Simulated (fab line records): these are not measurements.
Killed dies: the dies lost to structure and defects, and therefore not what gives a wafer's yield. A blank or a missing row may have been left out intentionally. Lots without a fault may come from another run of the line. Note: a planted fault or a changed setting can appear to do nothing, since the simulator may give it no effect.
Split-lot study | flow sky130 | 23 wafers read from 5 lots, route of 708 steps

ON THE SPLIT
At SKY_METAL5_SPUTTER_03 (material Ti, target thk 5 nm, time 3.3 s), the setting power_w was moved away from the recipe's 3000 W on 7 of the 23 wafers read, by -9.4% to +10.4%. For the rest of the wafers, this setting stayed at what the recipe calls for.

The reading is taken at the split's own step.

THE READING
Ti_of_METAL5_SPUTTER_03.thk_nm (the simulator's own value, which no gauge read), in nm, at SKY_METAL5_SPUTTER_03 (material Ti, target thk 5 nm, time 3.3 s). There is no usual value for it anywhere in the file. The 16 wafers here that ran the recipe average 5.003 nm, standard deviation 0.13 nm.

wafer  | tool, chamber at the split | power_w as run, W | against the recipe | Ti_of_METAL5_SPUTTER_03.thk_nm, nm | against lot-mates on the recipe
L074.1 | pvd_sputter-01, -          | 3000              | recipe             | 5.11                               | -
L074.2 | pvd_sputter-01, -          | 3000              | recipe             | 5.132                              | -
L074.3 | pvd_sputter-01, -          | 3000              | recipe             | 5.062                              | -
L074.4 | pvd_sputter-01, -          | 3000              | recipe             | 5.128                              | -
L074.6 | pvd_sputter-01, -          | 3000              | recipe             | 5.001                              | -
L077.1 | pvd_sputter-04, -          | 3312              | +10.4%             | 5.47                               | +0.712
L077.2 | pvd_sputter-04, -          | 3000              | recipe             | 4.843                              | -
L077.4 | pvd_sputter-04, -          | 3000              | recipe             | 4.673                              | -
L077.5 | pvd_sputter-04, -          | 3312              | +10.4%             | 5.336                              | +0.578
L077.6 | pvd_sputter-04, -          | 3312              | +10.4%             | 5.327                              | +0.569
L075.1 | pvd_sputter-02, -          | 3000              | recipe             | 5.137                              | -
L075.2 | pvd_sputter-02, -          | 3000              | recipe             | 5.135                              | -
L075.6 | pvd_sputter-02, -          | 3000              | recipe             | 5.16                               | -
L079.1 | pvd_sputter-04, -          | 3000              | recipe             | 4.952                              | -
L079.2 | pvd_sputter-04, -          | 2718              | -9.4%              | 4.352                              | -0.567
L079.4 | pvd_sputter-04, -          | 2718              | -9.4%              | 4.285                              | -0.634
L079.5 | pvd_sputter-04, -          | 3000              | recipe             | 4.844                              | -
L079.6 | pvd_sputter-04, -          | 3000              | recipe             | 4.962                              | -
L083.1 | pvd_sputter-01, -          | 2748              | -8.4%              | 4.667                              | -0.303
L083.2 | pvd_sputter-01, -          | 3000              | recipe             | 4.959                              | -
L083.4 | pvd_sputter-01, -          | 3000              | recipe             | 5.042                              | -
L083.5 | pvd_sputter-01, -          | 3000              | recipe             | 4.908                              | -
L083.6 | pvd_sputter-01, -          | 2748              | -8.4%              | 4.631                              | -0.339

THE FIT
A straight line over all 23 wafers: Ti_of_METAL5_SPUTTER_03.thk_nm changes by +0.0473 nm for each +1% of power_w; r = +0.88; the points scatter about the line by 0.14 nm.
The same after taking each lot's own level away (the mean of its wafers on the recipe; 23 wafers): +0.0562 nm for each +1%; r = +0.97; scatter 0.075 nm.
That fit puts the effect of the largest move of power_w on the reading at 0.58 nm.
Measured against the standard deviation above, the lots' own levels, which go from 4.7580 to 5.1440 nm, span 2.9 times it.
In other words, the slope is changed by the lot-to-lot level; the two fits disagree.
Check: with one of the wafers moved furthest among these (+10.4%) left out of the fit, the line predicts +0.563 nm for it against its lot-mates. It came out at +0.712 nm against them.

FILE'S OWN FIT
Ti_of_METAL5_SPUTTER_03.thk_nm changes by +0.0554 nm for each +1% of power_w, r = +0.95.
